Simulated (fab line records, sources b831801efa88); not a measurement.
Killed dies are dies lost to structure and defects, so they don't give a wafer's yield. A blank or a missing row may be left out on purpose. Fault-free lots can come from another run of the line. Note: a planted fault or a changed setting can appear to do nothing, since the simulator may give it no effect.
A struck lot beside a sound one	flow sfq line	13 steps out of a route of 325
Sound: these wafers, L888.1, L888.2, L888.5. Struck: wafer L900.3 (left out: L900.4, L900.6 of the same lot, which were not struck); the cause appears at the end.
Each step with rows lists, per side, the tool, then ch with its chambers, then its first start. Under that, the readings that differ: sound wafers	struck wafers	difference of the means	sigmas: that difference in standard deviations of wafers without a fault.
alike: readings with means less than 2 such deviations apart, plus words and numbers identical on both sides. not compared: withheld readings, readings lacking a value on some wafer, bounds such as >300 that could conceal the same value, and numbers that have no deviation in the record and whose values overlap.
A row with sigmas, a row that says differs or no value, or rows on one side alone: a step with any of these is where the two part. Non-overlapping numbers with no deviation appear without sigmas and do not part them. A reading missing from all wafers of one side parts the sides only when that side holds two or more wafers.

first, 6 steps without rows for these wafers: SFQ_TRILAYER_M2_LITHO_COAT_062 (resist thk 62 nm); SFQ_TRILAYER_M2_LITHO_COAT_057 (resist thk 600 nm); SFQ_TRILAYER_M2_LITHO_SOFTBAKE_061; SFQ_TRILAYER_M2_LITHO_EXPOSE_058 (exposes mask M2, target cd 500 nm); SFQ_TRILAYER_M2_LITHO_PEB_060 (peb time 60 s); SFQ_TRILAYER_M2_LITHO_DEVELOP_059 (time 60 s).
SFQ_M2_OVL_MEAS_916:
  struck on overlay-02, day 29 16:23; sound on overlay-01, day 23 19:06
  alike: M2_OVL
SFQ_TRILAYER_M2_BARC_OPEN_METAL_ETCH_077: etches BARC in O2, target depth 125 nm, time 41.7 s.
  sound on rie metal-01 ch 0,1, day 23 19:08; struck on rie metal-01 ch 0, day 29 16:26
  alike: drypump motor current A, oes product au
  not compared: rf hours counter h
SFQ_TRILAYER_M2_ETCH_METAL_ETCH_060: etches Nb in Cl2/Ar, stops on SiO2, target depth 240 nm, time 120 s.
  sound on rie metal-01 ch 0,1, day 23 19:11; struck on rie metal-01 ch 0, day 29 16:31
  alike: drypump motor current A, oes product au
  not compared: rf hours counter h
SFQ_TRILAYER_M2_STRIP_STRIP_061: strips in O2.
  sound on rie metal-01 ch 0,1, day 23 19:19; struck on rie metal-01 ch 0, day 29 16:48
  alike: drypump motor current A, oes product au
  not compared: rf hours counter h
then, 1 step without rows for these wafers: SFQ_TRILAYER_M2_STRIP_SOLV_CLEAN_062 (cleans in NMP, time 600 s).
SFQ_TRILAYER_I2_DEP_PECVD_063: deposits SiO2 from SiH4/N2O, time 111.11 s, target thk 500 nm.
  sound on pecvd-04 ch 0,1,2, day 23 20:07; struck on pecvd-01 ch 1, day 29 17:22
reading	sound	struck	difference	sigmas
run length s (s)	138.6 138.2 137.9	142.1	+3.9	+7
model.SiO2_of_TRILAYER_I2_DEP_PECVD_063.thk nm (nm)	499 494.3 501.4	512.7	+14.5	
  alike: heater power w, throttle valve pct
SFQ_TRILAYER_I2_CMP_CMP_064: polishes SiO2.
  sound on cmp-01 ch 0,3, day 24 06:26; struck on cmp-02 ch 1, day 30 09:47
  alike: motor current A, slurry flow ml min, time to endpoint s

WHERE THEY PART
Only at SFQ_TRILAYER_I2_DEP_PECVD_063, as far as this record shows. Later steps at which nothing parts them and some readings are alike: SFQ_TRILAYER_I2_CMP_CMP_064.

WHY: whatever the simulator had introduced
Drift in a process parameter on pecvd-01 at SFQ_TRILAYER_I2_DEP_PECVD_063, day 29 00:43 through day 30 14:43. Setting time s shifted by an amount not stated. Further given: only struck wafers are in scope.
